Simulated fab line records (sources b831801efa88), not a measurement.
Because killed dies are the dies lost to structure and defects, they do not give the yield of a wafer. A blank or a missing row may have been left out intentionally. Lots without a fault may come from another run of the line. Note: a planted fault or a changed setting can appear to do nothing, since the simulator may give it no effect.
fab line records / flow sky130
record lots=6 wafers=18 last_day=50
route steps=708 shown VT_ADJUST_PCH@145 SONOS_TUNNEL@154 PAD_OPEN@708
lots with no fault: from the same line, run without faults
start_h: the number of hours between the record's first day and the start of the first shown wafer of the lot / wait_h: hours since the lot's step before / " the same as in the row above / L1.1+2: one row covering several wafers at once / - no value, or no start given / * or withheld: withheld / < > ~ a bound
route shown NAME@n: a module of which the file shows steps, and the number in the route of the first / usual: mean/standard deviation of fault-free wafers / same: alike in all rows / chamber/n: place in a boat / sites: per-site readings / _std_site: standard deviation across them / _edge_site: outer sites' mean less inner sites' / radius_mm: for every site, how far away it sits from the centre of the wafer / mask NAME#n: copy n / behind: the most recent tool/chamber to have shaped the wafer / hold: why the lot was held/for how many hours/how that ended / device: names the non-switching transistor (n, p or np) / end of line: the tests these same wafers got at the end of their route / a step with no rows: only its recipe / killed: dies that structure and defects cost at the first sort, which is not the same as the wafer's yield / map: dies across one wafer; x = killed, . = not, _ = none there
set.NAME: the setting as run; set.NAME@STEP: as run at that earlier step / model.NAME: the simulator's own value behind a step, which no gauge read
certain route steps with their lots: each step a table, each wafer a row
services: from which hour (start_h, from the record's first day; less than 0 if before it) a tool's chamber was out of use, for how many hours, and why
## steps
# step SKY_VT_ADJUST_PCH_COAT_02
# recipe spin_rpm=2000 resist_thk_nm=3000
# step SKY_VT_ADJUST_PCH_SOFTBAKE_03
# recipe temp_c=110 time_s=withheld
# step SKY_VT_ADJUST_PCH_EXPOSE_04
# recipe mask_id=NWM na=0.6 source_shape=conventional sigma_outer=0.6 polarization=unpolarized target_cd_nm=840 dose_mj=255
# step SKY_VT_ADJUST_PCH_PEB_05
# recipe temp_c=115 time_s=withheld
# step SKY_VT_ADJUST_PCH_DEVELOP_06
# recipe wall_angle_deg=90 developer=TMAH develop_time_s=60 dev_temp_c=23
# step SKY_VT_ADJUST_PCH_OVL_MEAS_07
# usual VT_ADJUST_PCH_OVL=-0.5/1.4
lot.wafer=L768.1 tool=overlay-01 chamber=- start_h=248.69 wait_h=- VT_ADJUST_PCH_OVL[nm]=-1.5
lot.wafer=L768.3 tool=overlay-01 chamber=- start_h=248.69 wait_h=- VT_ADJUST_PCH_OVL[nm]=0.2
lot.wafer=L768.4 tool=overlay-01 chamber=- start_h=248.69 wait_h=- VT_ADJUST_PCH_OVL[nm]=2.4
lot.wafer=L771.1 tool=overlay-02 chamber=- start_h=270.11 wait_h=- VT_ADJUST_PCH_OVL[nm]=-0.4
lot.wafer=L771.2 tool=overlay-02 chamber=- start_h=270.11 wait_h=- VT_ADJUST_PCH_OVL[nm]=-0.9
lot.wafer=L771.6 tool=overlay-02 chamber=- start_h=270.11 wait_h=- VT_ADJUST_PCH_OVL[nm]=-1.8
lot.wafer=L779.1 tool=overlay-01 chamber=- start_h=328.16 wait_h=- VT_ADJUST_PCH_OVL[nm]=-2.4
lot.wafer=L779.3 tool=overlay-01 chamber=- start_h=328.16 wait_h=- VT_ADJUST_PCH_OVL[nm]=-1.7
lot.wafer=L779.6 tool=overlay-01 chamber=- start_h=328.16 wait_h=- VT_ADJUST_PCH_OVL[nm]=-3.9
lot.wafer=L778.2 tool=overlay-02 chamber=- start_h=329.20 wait_h=- VT_ADJUST_PCH_OVL[nm]=1.1
lot.wafer=L778.4 tool=overlay-02 chamber=- start_h=329.20 wait_h=- VT_ADJUST_PCH_OVL[nm]=-0.6
lot.wafer=L778.6 tool=overlay-02 chamber=- start_h=329.20 wait_h=- VT_ADJUST_PCH_OVL[nm]=0.6
lot.wafer=L785.1 tool=overlay-02 chamber=- start_h=380.66 wait_h=- VT_ADJUST_PCH_OVL[nm]=0.9
lot.wafer=L785.4 tool=overlay-02 chamber=- start_h=380.66 wait_h=- VT_ADJUST_PCH_OVL[nm]=0.5
lot.wafer=L785.6 tool=overlay-02 chamber=- start_h=380.66 wait_h=- VT_ADJUST_PCH_OVL[nm]=-0.1
lot.wafer=L787.1 tool=overlay-01 chamber=- start_h=399.06 wait_h=- VT_ADJUST_PCH_OVL[nm]=-0.1
lot.wafer=L787.4 tool=overlay-01 chamber=- start_h=399.06 wait_h=- VT_ADJUST_PCH_OVL[nm]=-2.2
lot.wafer=L787.6 tool=overlay-01 chamber=- start_h=399.06 wait_h=- VT_ADJUST_PCH_OVL[nm]=-2.7
# step SKY_VT_ADJUST_PCH_IMPLANT_08
# recipe species=B energy_kev=10 dose_cm2=5e+11 tilt_deg=withheld
# step SKY_VT_ADJUST_PCH_STRIP_09
# recipe chemistry=O2/N2 power_w=1400 pressure_mtorr=1500 platen_temp_c=withheld o2_flow_sccm=3000 n2_flow_sccm=300 overash_fraction=0.5
# usual chamber_pressure_mTorr=1500.2/1.4 drypump_motor_current_A=5.8/0.5 o2_flow_sccm=3002/9.8 oes_product_au=0.722/0.0041 strip_time_to_endpoint_s=36.92/0.097
lot.wafer=L768.1 tool=plasma_asher-04 chamber=1 start_h=248.88 wait_h=0.1 chamber_pressure_mTorr=1497.6 drypump_motor_current_A=5.5 o2_flow_sccm=3000 oes_product_au=0.724 rf_hours_counter_h=55 strip_time_to_endpoint_s=36.74
lot.wafer=L768.3 tool=plasma_asher-04 chamber=0 start_h=248.88 wait_h=0.1 chamber_pressure_mTorr=1498.5 drypump_motor_current_A=5.3 o2_flow_sccm=2983 oes_product_au=0.721 rf_hours_counter_h=- strip_time_to_endpoint_s=36.82
lot.wafer=L768.4 tool=plasma_asher-04 chamber=1 start_h=248.88 wait_h=0.1 chamber_pressure_mTorr=1496.9 drypump_motor_current_A=5.4 o2_flow_sccm=3008 oes_product_au=0.729 rf_hours_counter_h=- strip_time_to_endpoint_s=36.83
lot.wafer=L771.1 tool=plasma_asher-02 chamber=0 start_h=270.30 wait_h=0.1 chamber_pressure_mTorr=1499.8 drypump_motor_current_A=5.9 o2_flow_sccm=3008 oes_product_au=0.722 rf_hours_counter_h=45 strip_time_to_endpoint_s=36.92
lot.wafer=L771.2 tool=plasma_asher-02 chamber=1 start_h=270.30 wait_h=0.1 chamber_pressure_mTorr=1500.9 drypump_motor_current_A=6.2 o2_flow_sccm=3010 oes_product_au=0.719 rf_hours_counter_h=45 strip_time_to_endpoint_s=36.86
lot.wafer=L771.6 tool=plasma_asher-02 chamber=0 start_h=270.30 wait_h=0.1 chamber_pressure_mTorr=1500.7 drypump_motor_current_A=5.9 o2_flow_sccm=3015 oes_product_au=0.723 rf_hours_counter_h=- strip_time_to_endpoint_s=36.99
lot.wafer=L779.1 tool=plasma_asher-04 chamber=1 start_h=328.35 wait_h=0.1 chamber_pressure_mTorr=1498.2 drypump_motor_current_A=5.5 o2_flow_sccm=2999 oes_product_au=0.722 rf_hours_counter_h=63 strip_time_to_endpoint_s=36.81
lot.wafer=L779.3 tool=plasma_asher-04 chamber=1 start_h=328.35 wait_h=0.1 chamber_pressure_mTorr=1500.9 drypump_motor_current_A=5.5 o2_flow_sccm=2986 oes_product_au=0.724 rf_hours_counter_h=- strip_time_to_endpoint_s=36.95
lot.wafer=L779.6 tool=plasma_asher-04 chamber=1 start_h=328.35 wait_h=0.1 chamber_pressure_mTorr=1499.9 drypump_motor_current_A=5.4 o2_flow_sccm=3009 oes_product_au=0.724 rf_hours_counter_h=- strip_time_to_endpoint_s=36.83
lot.wafer=L778.2 tool=plasma_asher-02 chamber=1 start_h=329.38 wait_h=0.1 chamber_pressure_mTorr=1496.8 drypump_motor_current_A=6.2 o2_flow_sccm=3006 oes_product_au=0.731 rf_hours_counter_h=51 strip_time_to_endpoint_s=36.95
lot.wafer=L778.4 tool=plasma_asher-02 chamber=0 start_h=329.38 wait_h=0.1 chamber_pressure_mTorr=1497.9 drypump_motor_current_A=5.9 o2_flow_sccm=3016 oes_product_au=0.717 rf_hours_counter_h=- strip_time_to_endpoint_s=36.95
lot.wafer=L778.6 tool=plasma_asher-02 chamber=1 start_h=329.38 wait_h=0.1 chamber_pressure_mTorr=1502.9 drypump_motor_current_A=6.2 o2_flow_sccm=2997 oes_product_au=0.719 rf_hours_counter_h=- strip_time_to_endpoint_s=36.88
lot.wafer=L785.1 tool=plasma_asher-04 chamber=1 start_h=380.85 wait_h=0.1 chamber_pressure_mTorr=1502.0 drypump_motor_current_A=5.5 o2_flow_sccm=3001 oes_product_au=0.720 rf_hours_counter_h=68 strip_time_to_endpoint_s=36.82
lot.wafer=L785.4 tool=plasma_asher-04 chamber=0 start_h=380.85 wait_h=0.1 chamber_pressure_mTorr=1501.7 drypump_motor_current_A=5.3 o2_flow_sccm=3006 oes_product_au=0.723 rf_hours_counter_h=- strip_time_to_endpoint_s=36.93
lot.wafer=L785.6 tool=plasma_asher-04 chamber=1 start_h=380.85 wait_h=0.1 chamber_pressure_mTorr=1502.5 drypump_motor_current_A=5.5 o2_flow_sccm=2991 oes_product_au=0.727 rf_hours_counter_h=- strip_time_to_endpoint_s=36.90
lot.wafer=L787.1 tool=plasma_asher-01 chamber=1 start_h=399.25 wait_h=0.1 chamber_pressure_mTorr=1501.9 drypump_motor_current_A=4.9 o2_flow_sccm=3010 oes_product_au=0.719 rf_hours_counter_h=28 strip_time_to_endpoint_s=37.02
lot.wafer=L787.4 tool=plasma_asher-01 chamber=0 start_h=399.25 wait_h=0.1 chamber_pressure_mTorr=1501.5 drypump_motor_current_A=6.5 o2_flow_sccm=3019 oes_product_au=0.722 rf_hours_counter_h=- strip_time_to_endpoint_s=36.98
lot.wafer=L787.6 tool=plasma_asher-01 chamber=1 start_h=399.25 wait_h=0.1 chamber_pressure_mTorr=1498.3 drypump_motor_current_A=4.9 o2_flow_sccm=2987 oes_product_au=0.722 rf_hours_counter_h=- strip_time_to_endpoint_s=36.92
# step SKY_VT_ADJUST_PCH_TW_MEAS_10
# usual VT_ADJUST_PCH_TW=142.6/1.6
lot.wafer=L768.1 tool=film_metro-03 chamber=- start_h=248.98 wait_h=0.1 VT_ADJUST_PCH_TW=144.4
lot.wafer=L768.3 tool=film_metro-03 chamber=- start_h=248.98 wait_h=0.1 VT_ADJUST_PCH_TW=143.7
lot.wafer=L768.4 tool=film_metro-03 chamber=- start_h=248.98 wait_h=0.1 VT_ADJUST_PCH_TW=144.2
lot.wafer=L771.1 tool=film_metro-03 chamber=- start_h=270.40 wait_h=0.1 VT_ADJUST_PCH_TW=142.7
lot.wafer=L771.2 tool=film_metro-03 chamber=- start_h=270.40 wait_h=0.1 VT_ADJUST_PCH_TW=142.9
lot.wafer=L771.6 tool=film_metro-03 chamber=- start_h=270.40 wait_h=0.1 VT_ADJUST_PCH_TW=143.4
lot.wafer=L779.1 tool=film_metro-03 chamber=- start_h=328.45 wait_h=0.1 VT_ADJUST_PCH_TW=144.0
lot.wafer=L779.3 tool=film_metro-03 chamber=- start_h=328.45 wait_h=0.1 VT_ADJUST_PCH_TW=144.4
lot.wafer=L779.6 tool=film_metro-03 chamber=- start_h=328.45 wait_h=0.1 VT_ADJUST_PCH_TW=144.7
lot.wafer=L778.2 tool=film_metro-02 chamber=- start_h=329.49 wait_h=0.1 VT_ADJUST_PCH_TW=141.4
lot.wafer=L778.4 tool=film_metro-02 chamber=- start_h=329.49 wait_h=0.1 VT_ADJUST_PCH_TW=141.7
lot.wafer=L778.6 tool=film_metro-02 chamber=- start_h=329.49 wait_h=0.1 VT_ADJUST_PCH_TW=141.5
lot.wafer=L785.1 tool=film_metro-02 chamber=- start_h=380.95 wait_h=0.1 VT_ADJUST_PCH_TW=140.3
lot.wafer=L785.4 tool=film_metro-02 chamber=- start_h=380.95 wait_h=0.1 VT_ADJUST_PCH_TW=140.3
lot.wafer=L785.6 tool=film_metro-02 chamber=- start_h=380.95 wait_h=0.1 VT_ADJUST_PCH_TW=140.5
lot.wafer=L787.1 tool=film_metro-03 chamber=- start_h=399.35 wait_h=0.1 VT_ADJUST_PCH_TW=143.4
lot.wafer=L787.4 tool=film_metro-03 chamber=- start_h=399.35 wait_h=0.1 VT_ADJUST_PCH_TW=143.5
lot.wafer=L787.6 tool=film_metro-03 chamber=- start_h=399.35 wait_h=0.1 VT_ADJUST_PCH_TW=144.5
# step SKY_SONOS_TUNNEL_DEHYDRATE_00
# recipe temp_c=200 time_s=60
# step SKY_SONOS_TUNNEL_HMDS_01
# recipe prime_time_s=60 prime_temp_c=120
# step SKY_SONOS_TUNNEL_COAT_02
# recipe resist=NOVOLAK spin_rpm=3000 resist_thk_nm=1140
# step SKY_SONOS_TUNNEL_SOFTBAKE_03
# recipe temp_c=90 time_s=60 resist=NOVOLAK
# usual exhaust_pa=44.9/0.92 run_length_s=89.17/0.12
lot.wafer=L768.1 tool=litho_track-01 chamber=0 start_h=260.84 wait_h=0.1 exhaust_pa=44.9 run_length_s=89.11
lot.wafer=L768.3 tool=litho_track-01 chamber=0 start_h=260.84 wait_h=0.1 exhaust_pa=45.4 run_length_s=89.25
lot.wafer=L768.4 tool=litho_track-01 chamber=0 start_h=260.84 wait_h=0.1 exhaust_pa=45.9 run_length_s=89.15
lot.wafer=L771.1 tool=litho_track-02 chamber=0 start_h=281.76 wait_h=0.1 exhaust_pa=44.5 run_length_s=89.01
lot.wafer=L771.2 tool=litho_track-02 chamber=0 start_h=281.76 wait_h=0.1 exhaust_pa=43.8 run_length_s=89.08
lot.wafer=L771.6 tool=litho_track-02 chamber=0 start_h=281.76 wait_h=0.1 exhaust_pa=44.5 run_length_s=89.12
lot.wafer=L779.1 tool=litho_track-02 chamber=0 start_h=341.56 wait_h=0.1 exhaust_pa=44.0 run_length_s=89.11
lot.wafer=L779.3 tool=litho_track-02 chamber=0 start_h=341.56 wait_h=0.1 exhaust_pa=45.1 run_length_s=94.65
lot.wafer=L779.6 tool=litho_track-02 chamber=0 start_h=341.56 wait_h=0.1 exhaust_pa=45.6 run_length_s=89.14
lot.wafer=L778.2 tool=litho_track-02 chamber=0 start_h=342.84 wait_h=0.1 exhaust_pa=43.0 run_length_s=94.62
lot.wafer=L778.4 tool=litho_track-02 chamber=0 start_h=342.84 wait_h=0.1 exhaust_pa=43.5 run_length_s=88.99
lot.wafer=L778.6 tool=litho_track-02 chamber=0 start_h=342.84 wait_h=0.1 exhaust_pa=43.0 run_length_s=89.29
lot.wafer=L785.1 tool=litho_track-04 chamber=0 start_h=395.75 wait_h=0.1 exhaust_pa=45.4 run_length_s=89.31
lot.wafer=L785.4 tool=litho_track-04 chamber=0 start_h=395.75 wait_h=0.1 exhaust_pa=44.5 run_length_s=89.13
lot.wafer=L785.6 tool=litho_track-04 chamber=0 start_h=395.75 wait_h=0.1 exhaust_pa=45.0 run_length_s=89.08
lot.wafer=L787.1 tool=litho_track-02 chamber=0 start_h=414.06 wait_h=0.1 exhaust_pa=45.1 run_length_s=89.04
lot.wafer=L787.4 tool=litho_track-02 chamber=0 start_h=414.06 wait_h=0.1 exhaust_pa=45.3 run_length_s=88.98
lot.wafer=L787.6 tool=litho_track-02 chamber=0 start_h=414.06 wait_h=0.1 exhaust_pa=44.9 run_length_s=89.05
# step SKY_SONOS_TUNNEL_EXPOSE_04
# recipe mask_id=TUNM na=0.6 source_shape=conventional sigma_outer=0.6 polarization=unpolarized target_cd_nm=410 dose_mj=136
# step SKY_PAD_OPEN_PROBE_99
# usual killed_at_M0_to_M3=45/7.3 killed_at_M4_up=3.1/1.7 killed_at_contacts=25/5.1 killed_at_front_end=15/4.5 killed_at_other=0.3/0.56 killed_dies=88/9.4 killed_open=47/6.6 killed_short=40/6.9
# same gross_dies=492 killed_at_back_side=0
lot.wafer=L768.1 tool=prober-01 chamber=- start_h=1092.21 wait_h=0.1 killed_at_M0_to_M3=46 killed_at_M4_up=2 killed_at_contacts=27 killed_at_front_end=17 killed_at_other=0 killed_dies=92 killed_open=54 killed_short=36
lot.wafer=L768.3 tool=prober-01 chamber=- start_h=1092.31 wait_h=0.2 killed_at_M0_to_M3=44 killed_at_M4_up=5 killed_at_contacts=22 killed_at_front_end=23 killed_at_other=0 killed_dies=94 killed_open=39 killed_short=54
lot.wafer=L768.4 tool=prober-01 chamber=- start_h=1092.36 wait_h=0.2 killed_at_M0_to_M3=41 killed_at_M4_up=1 killed_at_contacts=31 killed_at_front_end=14 killed_at_other=1 killed_dies=88 killed_open=43 killed_short=45
lot.wafer=L771.1 tool=prober-02 chamber=- start_h=1109.71 wait_h=0.1 killed_at_M0_to_M3=38 killed_at_M4_up=3 killed_at_contacts=36 killed_at_front_end=21 killed_at_other=0 killed_dies=98 killed_open=51 killed_short=47
lot.wafer=L771.2 tool=prober-02 chamber=- start_h=1109.76 wait_h=0.1 killed_at_M0_to_M3=47 killed_at_M4_up=7 killed_at_contacts=30 killed_at_front_end=16 killed_at_other=0 killed_dies=100 killed_open=58 killed_short=42
lot.wafer=L771.6 tool=prober-02 chamber=- start_h=1109.96 wait_h=0.2 killed_at_M0_to_M3=42 killed_at_M4_up=5 killed_at_contacts=23 killed_at_front_end=14 killed_at_other=1 killed_dies=85 killed_open=47 killed_short=38
lot.wafer=L779.1 tool=prober-02 chamber=- start_h=1157.57 wait_h=0.1 killed_at_M0_to_M3=41 killed_at_M4_up=2 killed_at_contacts=20 killed_at_front_end=15 killed_at_other=1 killed_dies=79 killed_open=42 killed_short=37
lot.wafer=L779.3 tool=prober-02 chamber=- start_h=1157.67 wait_h=0.2 killed_at_M0_to_M3=37 killed_at_M4_up=2 killed_at_contacts=17 killed_at_front_end=11 killed_at_other=1 killed_dies=68 killed_open=35 killed_short=33
lot.wafer=L779.6 tool=prober-02 chamber=- start_h=1157.82 wait_h=0.2 killed_at_M0_to_M3=56 killed_at_M4_up=3 killed_at_contacts=28 killed_at_front_end=9 killed_at_other=0 killed_dies=96 killed_open=54 killed_short=42
lot.wafer=L778.2 tool=prober-01 chamber=- start_h=1157.90 wait_h=0.1 killed_at_M0_to_M3=43 killed_at_M4_up=2 killed_at_contacts=17 killed_at_front_end=23 killed_at_other=0 killed_dies=85 killed_open=43 killed_short=42
lot.wafer=L778.4 tool=prober-01 chamber=- start_h=1158.00 wait_h=0.2 killed_at_M0_to_M3=47 killed_at_M4_up=2 killed_at_contacts=23 killed_at_front_end=17 killed_at_other=0 killed_dies=89 killed_open=57 killed_short=32
lot.wafer=L778.6 tool=prober-01 chamber=- start_h=1158.10 wait_h=0.2 killed_at_M0_to_M3=43 killed_at_M4_up=0 killed_at_contacts=25 killed_at_front_end=12 killed_at_other=0 killed_dies=80 killed_open=43 killed_short=37
lot.wafer=L785.1 tool=prober-01 chamber=- start_h=1187.10 wait_h=0.1 killed_at_M0_to_M3=43 killed_at_M4_up=0 killed_at_contacts=24 killed_at_front_end=16 killed_at_other=1 killed_dies=84 killed_open=50 killed_short=34
lot.wafer=L785.4 tool=prober-01 chamber=- start_h=1187.25 wait_h=0.2 killed_at_M0_to_M3=48 killed_at_M4_up=3 killed_at_contacts=24 killed_at_front_end=8 killed_at_other=1 killed_dies=84 killed_open=36 killed_short=47
lot.wafer=L785.6 tool=prober-01 chamber=- start_h=1187.35 wait_h=0.2 killed_at_M0_to_M3=44 killed_at_M4_up=4 killed_at_contacts=22 killed_at_front_end=12 killed_at_other=0 killed_dies=82 killed_open=40 killed_short=42
lot.wafer=L787.1 tool=prober-01 chamber=- start_h=1196.66 wait_h=0.1 killed_at_M0_to_M3=42 killed_at_M4_up=3 killed_at_contacts=25 killed_at_front_end=11 killed_at_other=1 killed_dies=82 killed_open=42 killed_short=40
lot.wafer=L787.4 tool=prober-01 chamber=- start_h=1196.81 wait_h=0.2 killed_at_M0_to_M3=40 killed_at_M4_up=2 killed_at_contacts=25 killed_at_front_end=13 killed_at_other=0 killed_dies=80 killed_open=45 killed_short=34
lot.wafer=L787.6 tool=prober-01 chamber=- start_h=1196.91 wait_h=0.2 killed_at_M0_to_M3=46 killed_at_M4_up=3 killed_at_contacts=26 killed_at_front_end=12 killed_at_other=2 killed_dies=89 killed_open=41 killed_short=47
# killed by level:class
L768.1 CONTACT:geometric_particle:open=15 VIA1:geometric_particle:open=12 LI_CONTACT:geometric_particle:open=8 METAL2:geometric_particle:short=7 METAL3:geometric_particle:short=6 POLY_GATE:geometric_particle:short=5 POLY_GATE:geometric_particle:open=5 METAL1:geometric_particle:short=5
L768.3 VIA1:geometric_particle:open=7 POLY_GATE:geometric_particle:short=6 METAL1:geometric_particle:short=6 LOCAL_INTERCONNECT:geometric_particle:short=6 CONTACT:geometric_particle:short=6 VIA2:geometric_particle:open=6 FIELD_ISO:geometric_particle:open=5 CONTACT:geometric_particle:open=5
L768.4 CONTACT:geometric_particle:open=9 VIA1:geometric_particle:open=9 METAL2:geometric_particle:short=8 VIA3:geometric_particle:open=8 CONTACT:geometric_particle:short=7 LOCAL_INTERCONNECT:geometric_particle:short=7 LI_CONTACT:geometric_particle:open=5 METAL1:geometric_particle:short=4
L771.1 CONTACT:geometric_particle:open=11 LI_CONTACT:geometric_particle:open=10 CONTACT:geometric_particle:short=10 VIA1:geometric_particle:open=10 METAL2:geometric_particle:short=7 FIELD_ISO:geometric_particle:open=5 METAL1:geometric_particle:short=5 FIELD_ISO:geometric_particle:short=4
L771.2 CONTACT:geometric_particle:open=12 VIA1:geometric_particle:open=11 LI_CONTACT:geometric_particle:open=9 VIA1:geometric_particle:short=8 VIA3:geometric_particle:open=8 POLY_GATE:geometric_particle:short=5 CONTACT:geometric_particle:short=5 VIA2:geometric_particle:open=4
L771.6 LI_CONTACT:geometric_particle:open=10 VIA1:geometric_particle:open=7 VIA2:geometric_particle:open=5 CONTACT:geometric_particle:open=5 METAL2:geometric_particle:short=5 FIELD_ISO:geometric_particle:open=4 VIA1:geometric_particle:short=4 METAL2:geometric_particle:open=4
L779.1 CONTACT:geometric_particle:open=8 VIA1:geometric_particle:open=7 METAL2:geometric_particle:short=7 VIA2:geometric_particle:open=7 METAL1:geometric_particle:short=5 POLY_GATE:geometric_particle:open=4 LI_CONTACT:geometric_particle:short=4 LI_CONTACT:geometric_particle:open=4
L779.3 VIA1:geometric_particle:open=7 LI_CONTACT:geometric_particle:open=6 CONTACT:geometric_particle:open=5 METAL1:geometric_particle:short=5 VIA2:geometric_particle:open=5 VIA1:geometric_particle:short=4 METAL2:geometric_particle:short=4 METAL3:geometric_particle:short=4
L779.6 CONTACT:geometric_particle:open=15 VIA1:geometric_particle:open=10 VIA2:geometric_particle:open=10 VIA3:geometric_particle:open=8 METAL2:geometric_particle:short=8 METAL1:geometric_particle:short=7 VIA1:geometric_particle:short=5 METAL3:geometric_particle:short=5
L778.2 VIA1:geometric_particle:open=10 VIA1:geometric_particle:short=6 LI_CONTACT:geometric_particle:open=6 FIELD_ISO:geometric_particle:open=5 METAL3:geometric_particle:short=5 POLY_GATE:geometric_particle:open=4 POLY_GATE:geometric_particle:short=4 SPACER:geometric_particle:short=4
L778.4 VIA1:geometric_particle:open=11 CONTACT:geometric_particle:open=10 VIA3:geometric_particle:open=10 VIA1:geometric_particle:short=6 VIA2:geometric_particle:open=6 LI_CONTACT:geometric_particle:open=5 FIELD_ISO:geometric_particle:short=4 LI_CONTACT:geometric_particle:short=4
L778.6 VIA1:geometric_particle:open=10 CONTACT:geometric_particle:open=9 VIA2:geometric_particle:open=7 METAL1:geometric_particle:short=7 VIA1:geometric_particle:short=6 FIELD_ISO:geometric_particle:open=5 LOCAL_INTERCONNECT:geometric_particle:short=5 LI_CONTACT:geometric_particle:open=4
L785.1 CONTACT:geometric_particle:open=12 POLY_GATE:geometric_particle:open=10 VIA1:geometric_particle:open=8 METAL1:geometric_particle:short=7 VIA3:geometric_particle:open=7 LI_CONTACT:geometric_particle:open=5 METAL3:geometric_particle:short=5 VIA2:geometric_particle:short=4
L785.4 VIA1:geometric_particle:open=11 CONTACT:geometric_particle:open=8 VIA2:geometric_particle:open=7 METAL1:geometric_particle:short=6 METAL3:geometric_particle:short=6 LI_CONTACT:geometric_particle:open=5 CONTACT:geometric_particle:short=5 METAL2:geometric_particle:short=5
L785.6 VIA1:geometric_particle:open=10 CONTACT:geometric_particle:open=8 VIA3:geometric_particle:open=8 VIA1:geometric_particle:short=6 CONTACT:geometric_particle:short=6 METAL3:geometric_particle:short=6 METAL2:geometric_particle:short=5 FIELD_ISO:geometric_particle:short=4
L787.1 LI_CONTACT:geometric_particle:open=10 VIA1:geometric_particle:open=9 METAL1:geometric_particle:short=8 CONTACT:geometric_particle:open=7 VIA2:geometric_particle:short=5 CONTACT:geometric_particle:short=4 VIA1:geometric_particle:short=3 VIA3:geometric_particle:open=3
L787.4 CONTACT:geometric_particle:open=12 VIA2:geometric_particle:open=9 LI_CONTACT:geometric_particle:open=9 METAL2:geometric_particle:short=6 POLY_GATE:geometric_particle:open=4 POLY_GATE:geometric_particle:short=4 VIA1:geometric_particle:short=4 METAL1:geometric_particle:short=4
L787.6 VIA1:geometric_particle:open=12 CONTACT:geometric_particle:open=11 METAL2:geometric_particle:short=9 METAL1:geometric_particle:short=5 VIA3:geometric_particle:open=5 FIELD_ISO:geometric_particle:short=4 LI_CONTACT:geometric_particle:open=4 LOCAL_INTERCONNECT:geometric_particle:short=4
## services
tool=plasma_asher-01 chamber=- start_h=294.21 hours=2.9 kind=repair
tool=plasma_asher-04 chamber=- start_h=362.96 hours=6.6 kind=repair
tool=plasma_asher-02 chamber=- start_h=380.16 hours=2.7 kind=repair
## key
first_sign step=SKY_SONOS_TUNNEL_SOFTBAKE_03 reading=run_length_s direction=up sigmas=44 usual=* struck=*
effect none on later readings
met_at SKY_SONOS_TUNNEL_SOFTBAKE_03
struck_wafers L778.2,L779.3
tester_left_out L778,L779
onset_between 281.76 341.56
fault kind=process_parameter_drift tool=litho_track-02 chamber=- onset_h=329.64 steps=SKY_SONOS_TUNNEL_SOFTBAKE_03 channel=time_s offset=* shape=step end_h=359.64 scope=struck_wafers_only acts_in=* stated=*
# tester_left_out: of these lots the tester's yield and bins aren't shown, on N5 and GAA mostly nor the transistor test; their killed dies are dies lost to structure and defects alone, not to doping, threshold or leakage, so they don't give the yield
